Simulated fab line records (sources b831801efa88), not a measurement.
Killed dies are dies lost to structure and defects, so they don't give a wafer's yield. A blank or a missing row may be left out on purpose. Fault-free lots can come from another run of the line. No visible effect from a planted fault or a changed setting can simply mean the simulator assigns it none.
One fault seen from 2 desks    flow sky130    only its own numbers are on each desk; what lay behind them is given at the end

== FOR THE TOOL OWNER'S DESK: lpcvd-01 ==
The tool's own readings at SKY_POLY_GATE_CVD_00 (deposits poly-Si, target thk 180 nm, time 720 s): means of the sampled wafers that have a number, for each lot that ran on this tool. If a lot's mean is further than 4 standard deviations from the usual mean, the lot is out of limits and carries the mark OUT (the distance appears in the brackets).
Columns: A = spike tc bottom C at SKY_POLY_GATE_CVD_00, usual 638 C; B = spike tc centre C at SKY_POLY_GATE_CVD_00, usual 621.3 C; C = spike tc lower C at SKY_POLY_GATE_CVD_00, usual 620.1 C; D = spike tc upper C at SKY_POLY_GATE_CVD_00, usual 618.6 C; E = susceptor temp C at SKY_POLY_GATE_CVD_00, usual 619.96 C; F = zone power upper pct at SKY_POLY_GATE_CVD_00, usual 9.80 %
lot   first seen here  A    B                 C                 D                 E                 F
L630  day 13 22:13     642  621.2             618.7             618.5             619.96            9.86
L632  day 14 17:47     642  620.9             618.2             618.8             620.31            9.95
L634  day 15 14:25     642  621.1             618.2             619.6             619.85            9.98
L635  day 15 19:25     635  621.4             620.9             618.7             620.04            9.74
L636  day 16 09:52     642  621.3             620.8             618.5             620.06            9.85
L637  day 16 16:40     635  621.2             621.7             618.2             620.09            9.69
L640  day 18 01:07     626  612.3 (-7.5) OUT  612.5 (-5.5) OUT  608.8 (-8.9) OUT  610.91 (-31) OUT  9.46
L641  day 18 12:04     626  612.9 (-7.0) OUT  611.8 (-5.9) OUT  608.3 (-9.4) OUT  610.84 (-31) OUT  9.36
L650  day 21 02:46     642  621.3             619.4             618.9             620.02            9.82
L652  day 22 01:39     642  621.1             619.4             618.5             619.81            9.94
L653  day 22 02:51     634  621.7             621.0             619.8             619.64            9.74
This desk's finding: out of limits on L640, L641; first on L640, day 18 01:07 (spike tc centre C at SKY_POLY_GATE_CVD_00). L630, L632, L634, L635, L636, L637, L650, L652, L653 stayed within limits.

== METROLOGY DESK ==
Lot by lot, what the gauges showed, no matter which tool ran the lot: averages of those sampled wafers that carry a number. If a lot's mean is further than 4 standard deviations from the usual mean, the lot is out of limits and carries the mark OUT (the distance appears in the brackets).
Columns: A = POLY_GATE_CVD_00_THK at SKY_POLY_GATE_THK_MEAS_01, usual 179.1 nm; B = LDD_HVN_OVL at SKY_LDD_HVN_OVL_MEAS_07, usual 0.8 nm; C = SD_P_RS at SKY_SD_N_RS_MEAS_17, usual 147.1 ohm/sq; D = CONTACT_OVL at SKY_CONTACT_OVL_MEAS_15, usual 0 nm
lot   first seen here  A                B     C      D
L630  day 13 23:26     177.7            0.4   146.9  -2
L632  day 14 18:59     179.8            3.3   147.6  3
L634  day 15 15:38     179.9            -2.0  147.4  2
L635  day 15 20:37     179.1            -0.5  147.1  -3
L636  day 16 11:40     178.5            1.3   147.3  0
L637  day 16 17:52     177.5            -0.0  146.9  -2
L640  day 18 02:19     143.2 (-22) OUT  0.1   147.3  -11
L641  day 18 13:17     144.3 (-22) OUT  0.0   147.0  0
L650  day 21 03:59     180.7            -0.5  147.0  2
L652  day 22 02:51     181.1            1.2   146.7  -4
L653  day 22 04:04     179.8            1.2   147.1  -1
This desk's finding: out of limits on L640, L641; first on L640, day 18 02:19 (POLY_GATE_CVD_00_THK at SKY_POLY_GATE_THK_MEAS_01). L630, L632, L634, L635, L636, L637, L650, L652, L653 stayed within limits.

== PUT TOGETHER ==
At day 18 01:07, on L640, L641, the tool owner's desk was in a position to raise an alarm.
At day 18 02:19 the metrology desk could have sounded an alarm, on L640, L641.
Every lot named ran SKY_POLY_GATE_CVD_00 on lpcvd-01.

== WHAT THE SIMULATOR PUT IN ==
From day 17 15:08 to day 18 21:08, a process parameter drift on lpcvd-01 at SKY_POLY_GATE_CVD_00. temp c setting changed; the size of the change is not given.
Lots struck among those shown: L640, L641.
Delay (hours) between the fault's onset and each desk's first out-of-limits reading: 10 at the tool owner's desk, 11 at the metrology desk.
